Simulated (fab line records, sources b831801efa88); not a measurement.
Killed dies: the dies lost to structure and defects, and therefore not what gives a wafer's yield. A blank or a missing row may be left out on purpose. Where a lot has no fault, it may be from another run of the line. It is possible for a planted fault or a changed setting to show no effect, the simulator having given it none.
Which tool is to blame? || flow gf180mcu || 18 wafers sampled from 6 lots at 1 step of a route of 602

== WHAT THE GAUGES READ, wafer by wafer ==
GF_HV_LDD_OVL_MEAS_08.
{"lot": "L955", "measured": "day 11 15:41", "on": "overlay-01", "HV_LDD_OVL (nm)": "-0.9 -1.4 0.6"}
{"lot": "L959", "measured": "day 12 19:41", "on": "overlay-02", "HV_LDD_OVL (nm)": "0.4 -1.7 -0.1"}
{"lot": "L965", "measured": "day 14 10:38", "on": "overlay-02", "HV_LDD_OVL (nm)": "0.5 0.6 3.5"}
{"lot": "L969", "measured": "day 15 16:38", "on": "overlay-01", "HV_LDD_OVL (nm)": "-1.5 -1.0 -2.9"}
{"lot": "L972", "measured": "day 16 12:32", "on": "overlay-01", "HV_LDD_OVL (nm)": "-0.2 -1.0 0.8"}
{"lot": "L974", "measured": "day 17 03:47", "on": "overlay-02", "HV_LDD_OVL (nm)": "0.7 2.4 4.3"}

== TOOL THAT RAN EACH LOT (tool first, then ch and the chambers of the sampled wafers, then the start) ==
The record shows no process step preceding these readings.

== THE ANSWER, worked out from the rows above alone ==
Rule: the lots themselves supply what counts as usual. Put in order of their means at a reading, lots are off if they are a third of the lots or fewer, leave a main group of 4 or more, and stand apart from it by a gap of 3 or more times the standard deviation of the main group's means; of several such gaps the widest counts. A main group whose means are all the same, to the digits that the tables above print for the reading, isn't used. A lot without any number at a reading at which 4 lots or more have one is off too. Where the step has rows for the other lots, those lots are counted as sound.
Across all readings shown, no lot is off: no conclusion can be drawn from this.

== WHAT HAD BEEN PUT IN BY THE SIMULATOR ==
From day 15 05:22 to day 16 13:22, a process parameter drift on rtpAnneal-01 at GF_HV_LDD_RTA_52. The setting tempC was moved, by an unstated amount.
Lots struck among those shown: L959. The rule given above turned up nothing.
